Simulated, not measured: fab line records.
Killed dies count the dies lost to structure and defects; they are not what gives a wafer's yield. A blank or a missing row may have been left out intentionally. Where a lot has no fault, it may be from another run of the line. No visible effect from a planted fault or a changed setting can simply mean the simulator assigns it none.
Split-lot trial | flow sky130 | 23 wafers read across 5 lots, on a route 708 steps long

== THE SPLIT ==
At SKY_VIA2_EXPOSE_09 (exposes mask VIM2, target cd 200 nm), the setting dose mj was moved away from the recipe's 38 on 5 of the 23 wafers read, by -4.2% to -3.6%. All remaining wafers had this setting at the recipe value.

== FROM THE SPLIT TO THE READING: what the file shows between them, 2 steps ==
- SKY_VIA2_PEB_10
- SKY_VIA2_DEVELOP_11: develop time 57.53 s

== THE READING ==
At SKY_VIA2_CD_MEAS_12: cd nm in nanometres, against a target cd of 200 nm. A value of 199.0 nm with a standard deviation of 1.5 nm is what fault-free wafers of this fab line usually give.

wafer  | tool, chamber at the split | dose mj as run | against the recipe | cd nm, nm | against lot-mates on the recipe
L075.1 | krf scanner-01, 0          | 38             | recipe             | 199.3     | -
L075.2 | krf scanner-01, 0          | 36.63          | -3.6%              | 194.2     | -5.6
L075.4 | krf scanner-01, 0          | 36.63          | -3.6%              | 193.8     | -5.9
L075.5 | krf scanner-01, 0          | 38             | recipe             | 200.2     | -
L075.6 | krf scanner-01, 0          | 36.63          | -3.6%              | 192.4     | -7.3
L076.2 | krf scanner-02, 0          | 38             | recipe             | 198.1     | -
L076.5 | krf scanner-02, 0          | 38             | recipe             | 198.4     | -
L076.6 | krf scanner-02, 0          | 38             | recipe             | 197.9     | -
L081.1 | krf scanner-02, 0          | 38             | recipe             | 199.5     | -
L081.2 | krf scanner-02, 0          | 38             | recipe             | 198.4     | -
L081.3 | krf scanner-02, 0          | 36.39          | -4.2%              | 190.7     | -8.7
L081.4 | krf scanner-02, 0          | 38             | recipe             | 200.2     | -
L081.5 | krf scanner-02, 0          | 36.39          | -4.2%              | 191.8     | -7.6
L083.1 | krf scanner-01, 0          | 38             | recipe             | 198.4     | -
L083.2 | krf scanner-01, 0          | 38             | recipe             | 199.9     | -
L083.3 | krf scanner-01, 0          | 38             | recipe             | 200.0     | -
L083.4 | krf scanner-01, 0          | 38             | recipe             | 199.5     | -
L083.6 | krf scanner-01, 0          | 38             | recipe             | 199.2     | -
L085.1 | krf scanner-02, 0          | 38             | recipe             | 198.7     | -
L085.3 | krf scanner-02, 0          | 38             | recipe             | 199.4     | -
L085.4 | krf scanner-02, 0          | 38             | recipe             | 198.3     | -
L085.5 | krf scanner-02, 0          | 38             | recipe             | 198.5     | -
L085.6 | krf scanner-02, 0          | 38             | recipe             | 199.7     | -

FIT RESULTS
A straight line over all 23 wafers: cd nm changes by +1.7 nm for each +1% of dose mj; r = +0.96; the points scatter about the line by 0.81 nm.
The same after taking each lot's own level away (the mean of its wafers on the recipe; 23 wafers): +1.83 nm for each +1%; r = +0.98; scatter 0.63 nm.
According to that fit, moving dose mj by its largest amount changes the reading by 7.7 nm.
From 198.13 to 199.75 nm: that is the span of the lots' own levels, equal to 1.1 times the standard deviation above.
The two slopes agree, so the slope changes little with the lot-to-lot level.
Check: with one of the wafers moved furthest among these (-4.2%) left out of the fit, the line predicts -7.44 nm for it against its lot-mates. Against them it came out at -8.67 nm.

== FURTHER SPLITS ON THESE WAFERS ==
These wafers also went through other splits before the reading. Each is held against what the fit with the lots' levels taken away leaves over:
other split on the same wafers   | wafers away from the commonest value | r with cd nm (lot level and that fit taken away)
SKY_METAL2_COAT_10 spin rpm      | 8                                    | -0.24
SKY_METAL2_DEVELOP_14 dev temp c | 10                                   | -0.02

== THE WHOLE CHAIN: every reading that the file lists as answering this split, in the file's order ==
step                | what it does         | reading                                                     | change (the file's fit)              | r (the file's)
SKY_VIA2_DEVELOP_11 | develop time 57.53 s | VIA2.cd nm (the simulator's own value, which no gauge read) | +1.88 nm for each +1% of the setting | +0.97
SKY_VIA2_CD_MEAS_12 | target cd 200 nm     | cd nm                                                       | +1.85 nm for each +1% of the setting | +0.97

== THE FILE'S OWN FIT ==
cd nm changes by +1.85 nm for each +1% of dose mj, r = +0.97.
